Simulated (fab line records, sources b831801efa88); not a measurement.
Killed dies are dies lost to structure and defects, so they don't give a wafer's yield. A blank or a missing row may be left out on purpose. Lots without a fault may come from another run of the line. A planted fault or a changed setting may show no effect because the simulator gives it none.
Which tool did it? | flow gf180mcu | 14 lots, 42 wafers sampled, at 4 steps of a route of 602

WHAT THE GAUGES READ, wafer by wafer
GF_TOP_METAL_RS_MEAS_05: measures by four-point-probe. Usual: TOP_METAL_ALCU_RS 0.0327 ohm/sq, standard deviation 0.00034.
lot  | measured     | on            | TOP_METAL_ALCU_RS (ohm/sq) | flag
L516 | day 27 02:05 | film_metro-02 | 0.0334 0.0330 0.0332       |
L517 | day 27 14:52 | film_metro-04 | 0.0329 0.0330 0.0332       |
L518 | day 27 22:36 | film_metro-02 | 0.0322 0.0323 0.0324       |
L519 | day 28 04:50 | film_metro-04 | 0.0330 0.0330 0.0329       |
L520 | day 28 10:53 | film_metro-01 | 0.0325 0.0322 0.0328       |
L521 | day 28 22:07 | film_metro-01 | 0.0322 0.0323 0.0322       |
L522 | day 29 01:23 | film_metro-04 | 0.0325 0.0322 0.0322       |
L523 | day 29 11:35 | film_metro-04 | 0.0331 0.0331 0.0329       |
L535 | day 32 17:40 | film_metro-04 | 0.0324 0.0324 0.0324       |
L536 | day 32 21:30 | film_metro-02 | 0.0327 0.0331 0.0329       |
L538 | day 33 09:39 | film_metro-01 | 0.0325 0.0321 0.0325       |
L539 | day 33 16:34 | film_metro-02 | 0.0330 0.0329 0.0326       |

WHICH TOOL RAN EACH LOT (tool, then ch and the chambers of the sampled wafers, then the start)
lot  | GF_HV_LDD_DEVELOP_06              | GF_V5_CMP_04                  | GF_TOP_METAL_SPUTTER_00
L516 | litho_track-04 ch 0, day 9 23:18  | cmp-01 ch 1,2,3, day 26 03:59 | pvd_sputter-03, day 27 01:52
L517 | litho_track-03 ch 0, day 10 08:17 | cmp-01 ch 0,2,3, day 26 16:24 | pvd_sputter-03, day 27 14:38
L518 | litho_track-04 ch 0, day 10 14:30 | cmp-01 ch 1,2, day 27 00:02   | pvd_sputter-03, day 27 22:23
L519 | litho_track-04 ch 0, day 10 21:16 | cmp-01 ch 2,3, day 27 06:22   | pvd_sputter-02, day 28 04:36
L520 | litho_track-03 ch 0, day 11 02:11 | cmp-01 ch 0,1,3, day 27 13:02 | pvd_sputter-03, day 28 10:40
L521 | litho_track-04 ch 0, day 11 14:06 | cmp-02 ch 0,2, day 28 00:55   | pvd_sputter-01, day 28 21:52
L522 | litho_track-04 ch 0, day 11 17:50 | cmp-01 ch 0,3, day 28 03:49   | pvd_sputter-03, day 29 01:10
L523 | litho_track-04 ch 0, day 12 04:20 | cmp-01 ch 0,1,3, day 28 14:56 | pvd_sputter-01, day 29 11:20
L524 | litho_track-04 ch 0, day 12 11:08 | -                             | -
L525 | litho_track-04 ch 0, day 12 20:26 | -                             | -
L535 | litho_track-04 ch 0, day 15 21:41 | cmp-01 ch 0,1, day 31 22:40   | pvd_sputter-01, day 32 17:25
L536 | litho_track-04 ch 0, day 16 01:17 | cmp-02 ch 2,3, day 32 02:59   | pvd_sputter-03, day 32 21:12
L538 | litho_track-04 ch 0, day 16 20:56 | cmp-02 ch 0,1,2, day 32 15:40 | pvd_sputter-01, day 33 09:26
L539 | litho_track-03 ch 0, day 17 07:41 | cmp-01 ch 0,2, day 32 23:02   | pvd_sputter-02, day 33 16:21
- GF_HV_LDD_DEVELOP_06: develop time 60 s.
- GF_V5_CMP_04: polishes SiO2.
- GF_TOP_METAL_SPUTTER_00: material Ti, target thk 37.5 nm, time 150 s.

WHAT THE TOOLS THEMSELVES READ (means of the sampled wafers that have a number; where no wafer has one, the mark that the record gives instead)
GF_HV_LDD_DEVELOP_06. Usual: developer_temp_C 23.01 C, standard deviation 0.1.
lot  | tool           | developer_temp_C (C) | flag
L516 | litho_track-04 | 23.06                |
L517 | litho_track-03 | 23.01                |
L518 | litho_track-04 | 23.02                |
L519 | litho_track-04 | 22.95                |
L520 | litho_track-03 | 23.05                |
L521 | litho_track-04 | 23.10                |
L522 | litho_track-04 | 23.03                |
L523 | litho_track-04 | 23.02                |
L524 | litho_track-04 | 22.95                |
L525 | litho_track-04 | 23.01                |
L535 | litho_track-04 | 23.01                |
L536 | litho_track-04 | 23.16                |
L538 | litho_track-04 | 23.00                |
L539 | litho_track-03 | 22.90                |

GF_V5_CMP_04. Usual: motor_current_A 11.8 A, standard deviation 1.2.
lot  | tool   | motor_current_A (A) | flag
L516 | cmp-01 | 11.6                |
L517 | cmp-01 | 11.6                |
L518 | cmp-01 | 12.2                |
L519 | cmp-01 | 11.7                |
L520 | cmp-01 | 11.3                |
L521 | cmp-02 | 11.5                |
L522 | cmp-01 | 11.1                |
L523 | cmp-01 | 10.9                |
L535 | cmp-01 | 11.2                |
L536 | cmp-02 | 13.4                |
L538 | cmp-02 | 11.6                |
L539 | cmp-01 | 11.7                |

GF_TOP_METAL_SPUTTER_00. Usual: throttle_valve_pct 30.3 %, standard deviation 0.73.
lot  | tool           | throttle_valve_pct (%) | flag
L516 | pvd_sputter-03 | 30.4                   |
L517 | pvd_sputter-03 | 30.6                   |
L518 | pvd_sputter-03 | 30.5                   |
L519 | pvd_sputter-02 | 30.7                   |
L520 | pvd_sputter-03 | 31.0                   |
L521 | pvd_sputter-01 | 29.7                   |
L522 | pvd_sputter-03 | 31.3                   |
L523 | pvd_sputter-01 | 30.0                   |
L535 | pvd_sputter-01 | 29.8                   |
L536 | pvd_sputter-03 | 31.0                   |
L538 | pvd_sputter-01 | 30.3                   |
L539 | pvd_sputter-02 | 30.4                   |

THE ANSWER, worked out from the rows above alone
Rule: a lot is off if the mean of its wafers that have a number lies more than 3 standard deviations from the usual mean. A lot without any number at a reading at which 4 lots or more have one is off too. The other lots that the step has rows for count as sound. The gauges are gone through in route order, then the tools' own readings, and for those a lot's mean is taken as printed above. The first step at which some lot is off is used, and at that step the reading that is off furthest; a lot without a number counts as furthest.
No lot is off at any reading shown: from this, nothing can be told.

WHAT THE SIMULATOR HAD PUT IN
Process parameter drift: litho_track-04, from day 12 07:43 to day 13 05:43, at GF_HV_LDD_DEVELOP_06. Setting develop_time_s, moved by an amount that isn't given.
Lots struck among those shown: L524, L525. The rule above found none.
